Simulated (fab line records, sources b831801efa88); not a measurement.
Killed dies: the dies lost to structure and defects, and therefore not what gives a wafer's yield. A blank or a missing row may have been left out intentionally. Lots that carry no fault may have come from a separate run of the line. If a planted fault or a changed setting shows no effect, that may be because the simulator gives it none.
A lot that was struck, set against a sound lot || flow sfqLine || 20 out of 325 route steps
Sound: wafers L289.1, L289.5, L289.6. Struck: wafer L295.3 (left out: L295.1, L295.2 of the same lot, which were not struck); the cause appears at the end.
Per side, at each step with rows, come the tool, then ch with its chambers, and then its first start. Under that, the readings that differ: sound wafers || struck wafers || difference of the means || sigmas: that difference in standard deviations of wafers without a fault.
alike: words and numbers the same on both sides, and readings whose means are apart by under 2 such deviations; not compared: readings that were withheld, readings missing a value for some wafer, numbers with overlapping values and no deviation given by the record, and bounds like >300 which may hide the same value.
A row with sigmas, a row that says differs or no value, or rows on one side alone: a step with any of these is where the two part. Numbers that don't overlap but have no deviation are shown without sigmas and don't part them. A reading that every wafer of one side lacks parts them only if that side has two wafers or more.

first, 3 steps without rows for these wafers: SFQ_TRILAYER_I1_VIA_LITHO_EXPOSE_050 (exposes mask I1, target cd 500 nm); SFQ_TRILAYER_I1_VIA_LITHO_PEB_052 (peb time 60 s); SFQ_TRILAYER_I1_VIA_LITHO_DEVELOP_051 (time 60 s).
SFQ_I1_OVL_MEAS_913:
  struck on overlay-01, day 25 09:11; sound on overlay-01, day 24 21:11
{"reading": "I1_OVL (nm)", "sound": "11 17 17", "struck": 2, "difference": -13, "sigmas": -2}
SFQ_TRILAYER_I1_VIA_BARC_OPEN_VIA_ETCH_071: etches BARC in O2, target depth 125 nm, time 41.7 s.
  sound on rieDiel-04 ch 0,1,3, day 24 21:13; struck on rieDiel-04 ch 2, day 25 09:13
  alike: drypumpMotorCurrentA, oesProductAu
  not compared: rfHoursCounterH
SFQ_TRILAYER_I1_VIA_ETCH_VIA_ETCH_052: etches SiO2 in CHF3, stops on Nb, target depth 260 nm.
  sound on rieDiel-04 ch 0,1,3, day 24 21:16; struck on rieDiel-04 ch 2, day 25 09:16
  alike: drypumpMotorCurrentA, oesProductAu
SFQ_TRILAYER_I1_VIA_STRIP_STRIP_053: strips in O2.
  sound on rieMetal-01 ch 0,1, day 24 21:23; struck on rieMetal-01 ch 1, day 25 09:23
  alike: drypumpMotorCurrentA, oesProductAu
  not compared: rfHoursCounterH
then, 2 steps without rows for these wafers: SFQ_TRILAYER_I1_VIA_STRIP_SOLV_CLEAN_054 (cleans in NMP, time 600 s); SFQ_TRILAYER_M2_DEP_PRE_CLEAN_056 (time 22.5 s).
SFQ_TRILAYER_M2_DEP_SPUTTER_055: material Nb, target thk 200 nm, time 133.3 s.
  struck on pvdSputter-04, day 25 10:11; sound on pvdSputter-04, day 24 22:12
  alike: resputterCathodeVoltageV, throttleValvePct
SFQ_M2_RS_MEAS_914: measurement is done with a four-point probe.
  struck on filmMetro-02, day 25 10:16; sound on filmMetro-02, day 24 22:17
  alike: M2_NB_RS
SFQ_TRILAYER_M2_LITHO_COAT_062: resist thk 62 nm.
  sound on lithoTrack-01 ch 0, day 24 22:28; struck on lithoTrack-02 ch 0, day 25 10:27
{"reading": "model.BARC_of_TRILAYER_M2_LITHO_COAT_062.thkNm (nm)", "sound": "61.95 62.02 62.08", "struck": 59.96, "difference": -2.06, "sigmas": ""}
then, 5 steps without rows for these wafers: SFQ_TRILAYER_M2_LITHO_COAT_057 (resist thk 600 nm); SFQ_TRILAYER_M2_LITHO_SOFTBAKE_061; SFQ_TRILAYER_M2_LITHO_EXPOSE_058 (exposes mask M2, target cd 500 nm); SFQ_TRILAYER_M2_LITHO_PEB_060 (peb time 60 s); SFQ_TRILAYER_M2_LITHO_DEVELOP_059 (time 60 s).
-- the record jumps here: 7 days lie between the struck wafers' starts before and after --
SFQ_M2_OVL_MEAS_916:
  struck on overlay-01, day 32 15:42; sound on overlay-01, day 32 03:42
  alike: M2_OVL
SFQ_TRILAYER_M2_BARC_OPEN_METAL_ETCH_077: etches BARC in O2, target depth 125 nm, time 41.7 s.
  sound on rieMetal-03 ch 1, day 32 03:44; struck on rieMetal-04 ch 0, day 32 15:44
{"reading": "drypumpMotorCurrentA (A)", "sound": "5.3 5.3 5.3", "struck": 6.3, "difference": "+1.0", "sigmas": "+2"}
{"reading": "oesProductAu (a.u.)", "sound": "0.693 0.681 0.675", "struck": 0.668, "difference": -0.015, "sigmas": -3}
{"reading": "model.etch.depthNm (nm)", "sound": "61.95 62.02 62.08", "struck": 59.96, "difference": -2.06, "sigmas": ""}
  not compared: rfHoursCounterH
SFQ_TRILAYER_M2_ETCH_METAL_ETCH_060: etches Nb in Cl2/Ar, stops on SiO2, target depth 240 nm, time 120 s.
  sound on rieMetal-03 ch 1, day 32 03:52; struck on rieMetal-04 ch 0, day 32 15:48
{"reading": "drypumpMotorCurrentA (A)", "sound": "5.3 5.3 5.3", "struck": 6.2, "difference": "+0.9", "sigmas": "+2"}
  alike: oesProductAu
  not compared: rfHoursCounterH

== WHERE THEY PART ==
Earliest at SFQ_I1_OVL_MEAS_913; latest, in this record, at SFQ_TRILAYER_M2_ETCH_METAL_ETCH_060.

WHY: what had been put in by the simulator
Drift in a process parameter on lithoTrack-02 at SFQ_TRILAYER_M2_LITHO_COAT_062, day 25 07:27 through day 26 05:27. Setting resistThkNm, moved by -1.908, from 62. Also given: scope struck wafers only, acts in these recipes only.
